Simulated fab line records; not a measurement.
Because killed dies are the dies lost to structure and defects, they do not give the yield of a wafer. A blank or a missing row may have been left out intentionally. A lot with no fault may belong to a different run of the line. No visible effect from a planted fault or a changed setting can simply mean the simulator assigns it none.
Matching of chambers    flow gf180mcu    4 sister chambers for GF_V1_CMP_04 on cmp-02
The step polishes SiO2. 7 wafers are shown with their chamber, then 7 later ones without.

WAFERS PAIRED WITH THEIR CHAMBERS
wafer   chamber  motor-current-A (A)  time-to-endpoint-s (s)
L514.5  1        11.8                 85
L514.6  0        11.4                 82
L516.1  3        11.8                 80
L516.3  2        13.5                 87
L516.5  2        13.5                 87
L525.4  0        11.1                 77
L525.5  3        11.7                 74

WAFERS WHOSE CHAMBER IS MISSING
wafer   motor-current-A (A)  time-to-endpoint-s (s)
L525.6  14.6                 82
L528.3  13.8                 84
L528.4  11.9                 85
L528.6  11.7                 90
L533.2  11.6                 85
L533.5  11.1                 89
L533.6  11.7                 83

WHICH CHAMBER EACH WENT THROUGH
wafer    from the rows above            in truth
L525.6   2                              2
L528.3   2                              2
L528.4   can't be placed: 1 or 3        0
L528.6   1                              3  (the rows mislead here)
L533.2   can't be placed: 1 or 3 or 0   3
L533.5   0                              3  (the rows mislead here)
L533.6   can't be placed: 1 or 3        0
2 of 7 placed correctly. Can't be placed from these rows: 3 (the true chamber is among the candidates in 1). Wrongly placed: 2.
How it was worked out, from the rows above alone: a wafer's distance from a chamber is the root of the sum, over the readings, of the square of ((its reading less the chamber's mean) divided by the reading's scatter). If the next closest chamber is less than 2 further off than the closest, the wafer can't be placed; otherwise it belongs to the closest. Each chamber's mean is taken over the wafers shown for it. The scatter: take each reading less its chamber's mean, square it, sum over the shown wafers, divide by the number of wafers less the number of chambers, and take the root.
